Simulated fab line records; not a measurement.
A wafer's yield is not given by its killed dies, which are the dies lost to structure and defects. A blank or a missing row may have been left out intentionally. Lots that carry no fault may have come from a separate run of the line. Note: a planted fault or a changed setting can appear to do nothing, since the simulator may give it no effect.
fab line records    flow sky130
record lots=6  wafers=18  last_day=50
route steps=708 shown LDD_LDN@289 PAD_OPEN@708
lots that met no fault: from a run of the same line without faults
start_h: hours from the record's opening day to when the first of the lot's shown wafers began    wait_h: how many hours have passed since the lot's step before this one    " repeats the value in the row above    L1.1+2: several wafers, shown together as one row    - no value, or no start given    * or withheld: withheld    < > ~ a bound
route shown NAME@n: a module of which the file shows steps, and the number in the route of the first    usual: the fault-free wafers' mean and standard deviation    same: alike in all rows    chamber/n: place in a boat    sites: each site's reading    _std_site: standard deviation across them    _edge_site: mean of outer sites minus mean of inner sites    radius_mm: how far each site lies from the wafer's centre    mask NAME#n: copy n    behind: the last tool/chamber to shape the wafer    hold: reason for holding the lot/hours on hold/outcome of the hold    device: the n, p or np transistor that did not switch    end of line: at the end of the route, the tests of the same wafers    a step with no rows: only its recipe    killed: dies that structure and defects cost at the first sort, which is not the same as the wafer's yield    map: a wafer's dies, x killed, . not, _ none there
set.NAME: the setting the step ran with; set.NAME@STEP: the setting that earlier step ran with    model.NAME: the simulator's own value behind a step, which no gauge read
lots at selected steps of the route; one table per step, one row per wafer
services: when a tool's chamber went out of use (start_h, in hours from the record's first day, below 0 if earlier), for how many hours, and the reason
## steps
# step SKY_LDD_LDN_DEHYDRATE_00
# recipe temp_c=200  time_s=60
# step SKY_LDD_LDN_HMDS_01
# recipe prime_time_s=60  prime_temp_c=120
# step SKY_LDD_LDN_COAT_02
# recipe resist=NOVOLAK  spin_rpm=3000  resist_thk_nm=1140
# step SKY_LDD_LDN_SOFTBAKE_03
# recipe temp_c=90  time_s=60  resist=NOVOLAK
# step SKY_LDD_LDN_EXPOSE_04
# recipe mask_id=LDNTM  na=0.6  source_shape=conventional  sigma_outer=0.6  polarization=unpolarized  target_cd_nm=700  dose_mj=140
# step SKY_LDD_LDN_PEB_05
# recipe temp_c=withheld  time_s=*  resist=NOVOLAK
# step SKY_LDD_LDN_DEVELOP_06
# recipe resist=NOVOLAK  developer=TMAH  develop_time_s=60  dev_temp_c=23
# step SKY_LDD_LDN_OVL_MEAS_07
# usual LDD_LDN_OVL=-0.6/1.2
lot.wafer  tool        chamber  start_h  wait_h  LDD_LDN_OVL[nm]
L663.3     overlay-02  -        555.63   0.1     -3.4
L663.4     "           -        "        "       -1.3
L663.5     "           -        "        "       -0.8
L667.1     overlay-01  -        588.77   0.1     0.4
L667.2     "           -        "        "       1.0
L667.6     "           -        "        "       0.6
L675.2     overlay-01  -        654.62   0.1     -0.2
L675.4     "           -        "        "       -1.2
L675.6     "           -        "        "       -1.2
L676.2     overlay-02  -        656.72   0.1     -0.5
L676.3     "           -        "        "       0.3
L676.5     "           -        "        "       -0.8
L683.2     overlay-02  -        696.22   0.1     -1.1
L683.5     "           -        "        "       -1.6
L683.6     "           -        "        "       -0.7
L684.4     overlay-02  -        709.98   0.1     -0.5
L684.5     "           -        "        "       0.5
L684.6     "           -        "        "       0.3
# step SKY_LDD_LDN_IMPLANT_08
# recipe species=As  energy_kev=15  dose_cm2=1.25e+13  tilt_deg=withheld  rotation_deg=23
# step SKY_LDD_LDN_IMPLANT_09
# recipe species=As  energy_kev=15  dose_cm2=1.25e+13  tilt_deg=withheld  rotation_deg=113
# step SKY_LDD_LDN_IMPLANT_10
# recipe species=As  energy_kev=14.79  dose_cm2=1.25e+13  tilt_deg=withheld  rotation_deg=203
# step SKY_LDD_LDN_IMPLANT_11
# recipe species=As  energy_kev=15  dose_cm2=1.25e+13  tilt_deg=withheld  rotation_deg=293
# step SKY_LDD_LDN_STRIP_12
# recipe chemistry=O2/N2  power_w=1400  pressure_mtorr=1500  platen_temp_c=withheld  o2_flow_sccm=3000  n2_flow_sccm=300  overash_fraction=0.5
# usual chamber_pressure_mTorr=1500.1/1.2  drypump_motor_current_A=6.01/0.25  o2_flow_sccm=3000/9.3  oes_product_au=0.715/0.0046  strip_time_to_endpoint_s=14.18/0.035
lot.wafer  tool             chamber  start_h  wait_h  chamber_pressure_mTorr  drypump_motor_current_A  o2_flow_sccm  oes_product_au  rf_hours_counter_h  strip_time_to_endpoint_s  model.NOVOLAK_of_LDD_LDN_COAT_02.thk_nm
L663.3     plasma_asher-04  0        556.28   0.1     1498.0                  6.08                     3018          0.717           -                   14.21                     0
L663.4     "                1        "        "       1500.4                  6.00                     3013          0.716           -                   14.17                     0
L663.5     "                1        "        "       1501.7                  5.99                     3020          0.718           -                   14.22                     0
L667.1     plasma_asher-03  0        589.40   0.1     1499.3                  6.13                     3005          0.718           44                  14.22                     0
L667.2     "                1        "        "       1501.3                  5.97                     2988          0.720           44                  14.20                     0
L667.6     "                0        "        "       1499.4                  6.17                     3001          0.720           -                   14.22                     0
L675.2     plasma_asher-02  1        655.25   0.1     -                       -                        -             -               -                   -                         1138
L675.4     "                0        "        "       -                       -                        -             -               -                   -                         1137
L675.6     "                0        "        "       -                       -                        -             -               -                   -                         1136
L676.2     plasma_asher-04  1        657.35   0.1     -                       -                        -             -               -                   -                         1143
L676.3     "                1        "        "       -                       -                        -             -               -                   -                         1142
L676.5     "                0        "        "       -                       -                        -             -               -                   -                         1139
L683.2     plasma_asher-04  1        696.85   0.1     1500.3                  6.04                     2999          0.720           87                  14.14                     0
L683.5     "                0        "        "       1499.7                  6.02                     3005          0.717           -                   14.17                     0
L683.6     "                1        "        "       1500.0                  6.01                     2993          0.711           -                   14.20                     0
L684.4     plasma_asher-02  0        710.63   0.1     1501.9                  6.35                     3006          0.709           -                   14.17                     0
L684.5     "                1        "        "       1499.8                  5.52                     2994          0.707           -                   14.26                     0
L684.6     "                0        "        "       1499.6                  6.37                     3019          0.706           -                   14.21                     0
# step SKY_LDD_LDN_TW_MEAS_13
# usual LDD_LDN_TW=1475/9.3
lot.wafer  tool           chamber  start_h  wait_h  LDD_LDN_TW
L663.3     film_metro-02  -        556.37   0.1     1489
L663.4     "              -        "        "       1480
L663.5     "              -        "        "       1488
L667.1     film_metro-03  -        589.50   0.1     1469
L667.2     "              -        "        "       1473
L667.6     "              -        "        "       1468
L675.2     film_metro-03  -        655.36   0.1     1459
L675.4     "              -        "        "       1469
L675.6     "              -        "        "       1464
L676.2     film_metro-02  -        657.46   0.1     1489
L676.3     "              -        "        "       1481
L676.5     "              -        "        "       1483
L683.2     film_metro-02  -        696.96   0.1     1482
L683.5     "              -        "        "       1482
L683.6     "              -        "        "       1473
L684.4     film_metro-04  -        710.73   0.1     1466
L684.5     "              -        "        "       1462
L684.6     "              -        "        "       1467
# step SKY_PAD_OPEN_PROBE_99
# usual killed_at_M0_to_M3=43/7.6  killed_at_M4_up=2.8/1.9  killed_at_contacts=24/4.7  killed_at_front_end=16/4.4  killed_at_other=0.2/0.4  killed_dies=86/9.9  killed_on_rim=17/3.9  killed_open=47/8.2  killed_short=39/6.3
# same gross_dies=492  killed_at_back_side=0
lot.wafer  tool       chamber  start_h  wait_h  killed_at_M0_to_M3  killed_at_M4_up  killed_at_contacts  killed_at_front_end  killed_at_other  killed_dies  killed_on_rim  killed_open  killed_short
L663.3     prober-02  -        1096.74  0.2     39                  4                29                  17                   0                89           25             46           43
L663.4     prober-02  -        1096.79  0.2     44                  5                30                  22                   0                101          18             50           51
L663.5     prober-02  -        1096.84  0.2     36                  2                25                  13                   1                77           16             42           35
L667.1     prober-02  -        1121.15  0.1     48                  3                19                  4                    0                74           14             42           32
L667.2     prober-02  -        1121.20  0.1     35                  4                28                  8                    0                75           18             42           33
L667.6     prober-02  -        1121.40  0.2     43                  3                27                  16                   0                89           20             44           45
L675.2     prober-01  -        1162.93  0.1     49                  1                30                  412                  0                492          96             51           46
L675.4     prober-01  -        1163.03  0.2     37                  9                23                  423                  0                492          96             47           39
L675.6     prober-01  -        1163.13  0.2     37                  1                25                  429                  0                492          96             41           42
L676.2     prober-02  -        1164.21  0.1     50                  6                33                  402                  1                492          96             68           37
L676.3     prober-02  -        1164.26  0.2     33                  3                25                  431                  0                492          96             43           45
L676.5     prober-02  -        1164.36  0.2     50                  7                26                  409                  0                492          96             64           36
L683.2     prober-01  -        1189.39  0.1     44                  1                29                  8                    0                82           18             45           37
L683.5     prober-01  -        1189.54  0.2     34                  2                34                  15                   0                85           16             54           31
L683.6     prober-01  -        1189.59  0.2     62                  4                24                  14                   0                104          21             49           55
L684.4     prober-02  -        1197.18  0.2     44                  2                32                  17                   1                96           17             47           49
L684.5     prober-02  -        1197.23  0.2     50                  1                29                  13                   0                93           21             48           45
L684.6     prober-02  -        1197.28  0.2     43                  1                17                  20                   0                81           18             48           33
# killed by level:class
L663.3 CONTACT:geometric_particle:open=10 VIA3:geometric_particle:open=9 CONTACT:geometric_particle:short=7 VIA2:geometric_particle:open=7 VIA1:geometric_particle:short=6 VIA1:geometric_particle:open=6 LI_CONTACT:geometric_particle:open=5 METAL2:geometric_particle:short=5
L663.4 VIA1:geometric_particle:open=15 LI_CONTACT:geometric_particle:open=10 LOCAL_INTERCONNECT:geometric_particle:short=10 POLY_GATE:geometric_particle:open=9 VIA1:geometric_particle:short=7 POLY_GATE:geometric_particle:short=5 CONTACT:geometric_particle:short=5 METAL4:geometric_particle:short=5
L663.5 CONTACT:geometric_particle:open=10 METAL3:geometric_particle:short=8 VIA3:geometric_particle:open=7 LI_CONTACT:geometric_particle:open=6 METAL2:geometric_particle:short=5 VIA1:geometric_particle:open=5 FIELD_ISO:geometric_particle:open=4 LOCAL_INTERCONNECT:geometric_particle:short=4
L667.1 CONTACT:geometric_particle:open=10 VIA1:geometric_particle:open=9 VIA2:geometric_particle:open=7 METAL2:geometric_particle:short=6 METAL1:geometric_particle:short=6 VIA1:geometric_particle:short=5 LI_CONTACT:geometric_particle:open=4 METAL2:geometric_particle:open=4
L667.2 LI_CONTACT:geometric_particle:open=10 CONTACT:geometric_particle:short=6 VIA2:geometric_particle:open=6 CONTACT:geometric_particle:open=5 VIA1:geometric_particle:open=5 METAL1:geometric_particle:short=4 METAL2:geometric_particle:short=4 VIA3:geometric_particle:open=4
L667.6 CONTACT:geometric_particle:open=9 METAL1:geometric_particle:short=8 VIA1:geometric_particle:open=8 VIA2:geometric_particle:open=8 LI_CONTACT:geometric_particle:open=6 CONTACT:geometric_particle:short=6 FIELD_ISO:geometric_particle:short=5 VIA1:geometric_particle:short=5
L675.2 SPACER:area_cvd=395 LI_CONTACT:geometric_particle:open=10 VIA1:geometric_particle:open=9 VIA1:geometric_particle:short=8 CONTACT:geometric_particle:open=7 METAL1:geometric_particle:short=7 VIA2:geometric_particle:open=7 LOCAL_INTERCONNECT:geometric_particle:short=6
L675.4 SPACER:area_cvd=406 CONTACT:geometric_particle:open=8 FIELD_ISO:geometric_particle:short=7 METAL4:geometric_particle:short=7 VIA1:geometric_particle:open=7 LI_CONTACT:geometric_particle:open=6 VIA1:geometric_particle:short=6 VIA2:geometric_particle:open=6
L675.6 SPACER:area_cvd=409 CONTACT:geometric_particle:open=10 CONTACT:geometric_particle:short=7 VIA2:geometric_particle:open=7 VIA1:geometric_particle:open=6 FIELD_ISO:geometric_particle:open=5 VIA1:geometric_particle:short=5 FIELD_ISO:geometric_particle:short=4
L676.2 SPACER:area_cvd=387 VIA1:geometric_particle:open=16 CONTACT:geometric_particle:open=14 LI_CONTACT:geometric_particle:open=11 VIA3:geometric_particle:open=7 METAL1:geometric_particle:short=6 VIA2:geometric_particle:open=5 POLY_GATE:geometric_particle:open=4
L676.3 SPACER:area_cvd=404 CONTACT:geometric_particle:open=13 FIELD_ISO:geometric_particle:short=10 METAL1:geometric_particle:short=8 LI_CONTACT:geometric_particle:open=6 METAL2:geometric_particle:short=6 VIA1:geometric_particle:open=6 FIELD_ISO:geometric_particle:open=5
L676.5 SPACER:area_cvd=392 VIA1:geometric_particle:open=20 CONTACT:geometric_particle:open=13 VIA2:geometric_particle:open=9 METAL4:geometric_particle:short=6 FIELD_ISO:geometric_particle:open=5 METAL1:geometric_particle:short=4 SPACER:geometric_particle:short=4
L683.2 CONTACT:geometric_particle:open=14 VIA1:geometric_particle:open=11 METAL2:geometric_particle:short=11 CONTACT:geometric_particle:short=5 VIA3:geometric_particle:open=5 LI_CONTACT:geometric_particle:open=4 LOCAL_INTERCONNECT:geometric_particle:short=4 METAL1:geometric_particle:short=4
L683.5 CONTACT:geometric_particle:open=11 VIA1:geometric_particle:open=11 LI_CONTACT:geometric_particle:open=8 FIELD_ISO:geometric_particle:open=7 CONTACT:geometric_particle:short=7 VIA3:geometric_particle:open=6 LOCAL_INTERCONNECT:geometric_particle:short=5 VIA2:geometric_particle:open=4
L683.6 VIA3:geometric_particle:open=11 METAL2:geometric_particle:short=11 VIA1:geometric_particle:open=10 CONTACT:geometric_particle:open=8 CONTACT:geometric_particle:short=6 METAL1:geometric_particle:short=6 VIA3:geometric_particle:short=5 VIA1:geometric_particle:short=5
L684.4 CONTACT:geometric_particle:open=9 METAL1:geometric_particle:short=9 LI_CONTACT:geometric_particle:open=8 VIA1:geometric_particle:open=8 CONTACT:geometric_particle:short=7 FIELD_ISO:geometric_particle:open=5 VIA3:geometric_particle:short=5 VIA3:geometric_particle:open=5
L684.5 CONTACT:geometric_particle:open=11 VIA1:geometric_particle:open=10 METAL2:geometric_particle:short=9 CONTACT:geometric_particle:short=8 VIA3:geometric_particle:open=7 LOCAL_INTERCONNECT:geometric_particle:short=5 VIA1:geometric_particle:short=5 FIELD_ISO:geometric_particle:open=4
L684.6 VIA2:geometric_particle:open=9 VIA3:geometric_particle:open=8 VIA1:geometric_particle:open=7 FIELD_ISO:geometric_particle:short=6 CONTACT:geometric_particle:open=6 METAL2:geometric_particle:short=5 POLY_GATE:geometric_particle:short=4 LI_CONTACT:geometric_particle:open=4
# map L675.2 (x killed, . not)
__________xxxxxxxxxx_________
________xxxxxxxxxxxxxx_______
______xxxxxxxxxxxxxxxxxx_____
_____xxxxxxxxxxxxxxxxxxxx____
____xxxxxxxxxxxxxxxxxxxxxx___
___xxxxxxxxxxxxxxxxxxxxxxxx__
__xxxxxxxxxxxxxxxxxxxxxxxxxx_
_xxxxxxxxxxxxxxxxxxxxxxxxxxxx
_xxxxxxxxxxxxxxxxxxxxxxxxxxxx
_xxxxxxxxxxxxxxxxxxxxxxxxxxxx
_xxxxxxxxxxxxxxxxxxxxxxxxxxxx
_xxxxxxxxxxxxxxxxxxxxxxxxxxxx
_xxxxxxxxxxxxxxxxxxxxxxxxxxxx
_xxxxxxxxxxxxxxxxxxxxxxxxxxxx
_xxxxxxxxxxxxxxxxxxxxxxxxxxxx
__xxxxxxxxxxxxxxxxxxxxxxxxxx_
___xxxxxxxxxxxxxxxxxxxxxxxx__
____xxxxxxxxxxxxxxxxxxxxxx___
_____xxxxxxxxxxxxxxxxxxxx____
______xxxxxxxxxxxxxxxxxx_____
________xxxxxxxxxxxxxx_______
__________xxxxxxxxxx_________
# map L676.2 (x killed, . not)
__________xxxxxxxxxx_________
________xxxxxxxxxxxxxx_______
______xxxxxxxxxxxxxxxxxx_____
_____xxxxxxxxxxxxxxxxxxxx____
____xxxxxxxxxxxxxxxxxxxxxx___
___xxxxxxxxxxxxxxxxxxxxxxxx__
__xxxxxxxxxxxxxxxxxxxxxxxxxx_
_xxxxxxxxxxxxxxxxxxxxxxxxxxxx
_xxxxxxxxxxxxxxxxxxxxxxxxxxxx
_xxxxxxxxxxxxxxxxxxxxxxxxxxxx
_xxxxxxxxxxxxxxxxxxxxxxxxxxxx
_xxxxxxxxxxxxxxxxxxxxxxxxxxxx
_xxxxxxxxxxxxxxxxxxxxxxxxxxxx
_xxxxxxxxxxxxxxxxxxxxxxxxxxxx
_xxxxxxxxxxxxxxxxxxxxxxxxxxxx
__xxxxxxxxxxxxxxxxxxxxxxxxxx_
___xxxxxxxxxxxxxxxxxxxxxxxx__
____xxxxxxxxxxxxxxxxxxxxxx___
_____xxxxxxxxxxxxxxxxxxxx____
______xxxxxxxxxxxxxxxxxx_____
________xxxxxxxxxxxxxx_______
__________xxxxxxxxxx_________
## services
tool             chamber  start_h  hours  kind
plasma_asher-03  -        571.29   1.4    repair
plasma_asher-04  -        579.72   8.7    repair
plasma_asher-04  -        633.38   4.5    repair
plasma_asher-02  -        639.77   2.2    repair
plasma_asher-02  -        673.65   13.0   repair
plasma_asher-04  -        683.46   4.0    pm
## key
first_sign step=SKY_LDD_LDN_STRIP_12  reading=tool_record  direction=missing
effect step=SKY_PAD_OPEN_PROBE_99  reading=killed_at_front_end  direction=up  sigmas=92  usual=16  struck=418
model_effect step=SKY_LDD_LDN_STRIP_12  value=NOVOLAK_of_LDD_LDN_COAT_02.thk_nm  without=0  struck=1139
more_kills_born_at SKY_SPACER_CVD_00@lpcvd-02=2393
met_at SKY_LDD_LDN_STRIP_12
struck_wafers L675.2,L675.4,L675.6,L676.2,L676.3,L676.5
later_rows_left_out L675.2,L675.4,L675.6,L676.2,L676.3,L676.5
tester_left_out L675,L676
onset_between 556.28 655.25
fault kind=skipped_step_whole  tool=plasma_asher-02,plasma_asher-04  chamber=-  onset_h=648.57  steps=SKY_LDD_LDN_STRIP_12  scope=struck_lots_only
# tester_left_out: of these lots the tester's yield and bins aren't shown, on N5 and GAA mostly nor the transistor test; their killed dies are dies lost to structure and defects alone, not to doping, threshold or leakage, so they don't give the yield
# later_rows_left_out: the simulator's readings of these wafers behind a module that went badly wrong aren't trusted and aren't shown, but for the sort
